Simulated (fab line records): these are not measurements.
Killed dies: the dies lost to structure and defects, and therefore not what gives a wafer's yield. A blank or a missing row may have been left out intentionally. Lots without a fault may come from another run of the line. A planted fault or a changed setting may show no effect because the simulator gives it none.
8D (eight disciplines) problem report, filled in by code :: flow gf180mcu :: the parts of the form that need people (team, actions taken, sign-off) are left out

1. THE ISSUE
Wafers free of any fault read 42.0 nm (standard deviation 0.47) for MIM_CVD_05_THK at GF_MIM_THK_MEAS_06, against a mean of 18.5 nm on 2 wafers of 2 lots. Measured from the usual mean, that is -50 standard deviations.
First observed at day 28 21:46: wafer L738.6, on filmMetro-03. The record has a number at this step for 39 wafers belonging to 13 lots. Rule for "out", or "out of limits": more than 4 standard deviations from the usual mean. The other wafers with a number count as sound.

2. WHAT IT IS; WHAT IT IS NOT
question: which readings at this step
is: MIM_CVD_05_THK
is not: -

question: which lots
is: L738, L742
is not: L724, L725, L726, L727, L728, L729, L730, L732, L741, L744, L746

question: which wafers of those lots
is: L738.6, L742.4
is not: L738.1, L738.3, L742.1, L742.2

question: read on which gauges
is: filmMetro-01, filmMetro-03
is not: filmMetro-02

question: when
is: from day 28 21:46
is not: up to then (26 sound wafers); but 11 sound wafers of L741, L742, L744, L746 came after

3. SUSPECTS, AND WHAT RULES EACH OUT
Counting: any tool at a process step up to the reading remains a suspect provided it ran every lot that is out. Sound lots after the first of them don't rule it out here, since some wafers of a struck lot are sound.
- the gauge at GF_MIM_THK_MEAS_06: ruled out. 2 gauges (filmMetro-01, filmMetro-03) read the wafers that are out.
- pecvd-02 at GF_MIM_CVD_05 (deposits Si3N4, target thk 42 nm, time 29.086 s): kept. It ran every lot that is out, first L738 (day 28 21:44); its last sound lot up to then is L732 (day 27 05:52).
After counting, what remains is pecvd-02 at GF_MIM_CVD_05.

4. THE CAUSE (what the simulator had put in)
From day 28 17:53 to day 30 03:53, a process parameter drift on pecvd-02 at GF_MIM_CVD_05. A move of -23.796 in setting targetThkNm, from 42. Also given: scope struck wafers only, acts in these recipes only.
Counting left only this tool.

5. THE EFFECT CHAIN, in route order
Each row: a reading where the mean over the struck wafers with a number is more than 3 standard deviations away from the usual. Readings are gone through only where the record gives a usual standard deviation; hours: the median, over the lots, of the time from a lot's start at the first step in this table giving one to that lot's start at this step; sigmas: the change measured in usual standard deviations.
hours: 0
step: GF_MIM_THK_MEAS_06
reading: MIM_CVD_05_THK
usual: 42.0 nm
on struck wafers: 18.5
change: -23.5
sigmas: -50

6. WHAT WOULD HAVE CAUGHT IT SOONER
4 hours passed between the start of the fault at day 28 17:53 and the first reading out of limits at a measuring or inspecting step in this record, taken at day 28 21:46.
An alarm limit of 4 standard deviations would not have fired on the tool readings at GF_MIM_CVD_05 for which the record gives a usual standard deviation, since none of them was out on any struck wafer.
Among the 2 lots that are out, L742 began GF_MIM_CVD_05 on pecvd-02 after day 28 21:46. A hold on the tool at that time would have spared it.
